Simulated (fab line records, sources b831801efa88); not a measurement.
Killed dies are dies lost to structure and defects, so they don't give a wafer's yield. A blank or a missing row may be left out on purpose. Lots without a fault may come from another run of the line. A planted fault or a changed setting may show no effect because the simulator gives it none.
Which tool did it? | flow sky130 | 12 lots, 36 wafers sampled, at 1 step of a route of 708

WHAT THE GAUGES READ, wafer by wafer
SKY_SD_N_TW_MEAS_12.
lot  | measured     | on            | SD_N_TW
L075 | day 27 23:01 | film_metro-02 | 3924 3926 3947
L077 | day 28 20:14 | film_metro-02 | 3945 3938 3951
L079 | day 29 22:11 | film_metro-03 | 3983 3988 3974
L081 | day 30 08:53 | film_metro-03 | 3925 3935 3939
L083 | day 31 10:30 | film_metro-04 | 3995 3981 3980
L084 | day 31 19:57 | film_metro-04 | 3978 3978 3988
L087 | day 32 13:22 | film_metro-02 | 3905 3918 3940
L089 | day 33 05:55 | film_metro-03 | 3971 3933 3948
L091 | day 33 17:43 | film_metro-03 | 3965 3929 3951
L093 | day 34 03:13 | film_metro-02 | 3954 3947 3949
L095 | day 34 12:56 | film_metro-03 | 3954 3954 3964
L097 | day 35 18:08 | film_metro-02 | 4001 3983 3991

WHICH TOOL RAN EACH LOT (tool, then ch and the chambers of the sampled wafers, then the start)
The record holds no process step before these readings.

THE ANSWER, worked out from the rows above alone
Rule: what is usual is taken from the lots themselves. Put in order of their means at a reading, lots are off if they are a third of the lots or fewer, leave a main group of 4 or more, and stand apart from it by a gap of 3 or more times the standard deviation of the main group's means; of several such gaps the widest counts. A main group whose means are all the same, to the digits that the tables above print for the reading, isn't used. A lot without any number at a reading at which 4 lots or more have one is off too. The other lots that the step has rows for count as sound.
No lot is off at any reading shown: from this, nothing can be told.

WHAT THE SIMULATOR HAD PUT IN
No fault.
